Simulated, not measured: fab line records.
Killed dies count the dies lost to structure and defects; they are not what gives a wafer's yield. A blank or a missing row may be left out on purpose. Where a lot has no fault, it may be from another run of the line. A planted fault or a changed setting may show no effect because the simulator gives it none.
Chamber matching ; flow sky130 ; rie_diel-03 running SKY_VIA1_ETCH_14: 4 sister chambers
The step etches BARC in N2/H2, stops on SiO2, time 45.9 s, target depth 60 nm. 14 wafers are shown with their chamber, then 7 later ones without.

WAFERS WITH THEIR CHAMBER
wafer;chamber;drypump_motor_current_A (A);throttle_valve_pct (%);oes_product_au (a.u.)
L369.1;3;5.3;13.223;0.856
L369.4;0;5.7;13.231;0.846
L369.6;1;6.1;13.232;0.847
L372.2;3;5.2;13.216;0.861
L372.5;3;5.3;13.203;0.852
L372.6;2;5.7;13.229;0.845
L380.1;2;5.7;13.226;0.859
L380.2;0;5.7;13.214;0.848
L380.6;3;5.3;13.224;0.851
L383.1;2;5.7;13.228;0.850
L383.2;3;5.2;13.216;0.855
L383.6;2;5.7;13.225;0.852
L386.2;0;5.7;13.213;0.850
L386.4;3;5.3;13.232;0.851

SIGNATURES, as means of the wafers listed above
reading;chamber 0;chamber 1;chamber 2;chamber 3;scatter within a chamber
drypump_motor_current_A;5.700;6.100;5.700;5.267;0.0365
throttle_valve_pct;13.21933;13.23200;13.22700;13.21900;0.00836
oes_product_au;0.84800;0.84700;0.85150;0.85433;0.00429
Rule: a wafer lies at a distance from a chamber equal to the root of the sum of squares, over the readings, of (its reading less the chamber's mean, divided by the reading's scatter). The wafer belongs to the nearest chamber; if the next one is less than 2 further off, it can't be placed. The scatter is the square root of a quotient: the sum, over the shown wafers, of each reading's squared deviation from its chamber's mean, divided by wafers minus chambers.

WAFERS MISSING THEIR CHAMBER
wafer;drypump_motor_current_A (A);throttle_valve_pct (%);oes_product_au (a.u.)
L386.5;6.2;13.230;0.853
L388.3;5.7;13.213;0.851
L388.5;5.7;13.211;0.854
L388.6;6.1;13.230;0.859
L389.1;5.7;13.220;0.849
L389.4;5.7;13.230;0.859
L389.6;5.7;13.222;0.859

CHAMBER TAKEN BY EACH
wafer;from the rows above;in truth
L386.5;1;1
L388.3;can't be placed: 0 or 2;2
L388.5;can't be placed: 0 or 2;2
L388.6;1;1
L389.1;can't be placed: 0 or 2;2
L389.4;can't be placed: 2 or 0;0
L389.6;can't be placed: 2 or 0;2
Correctly placed: 2 of 7. These rows do not allow placing 5 (true chamber among the candidates in 5). Wrongly placed: 0.
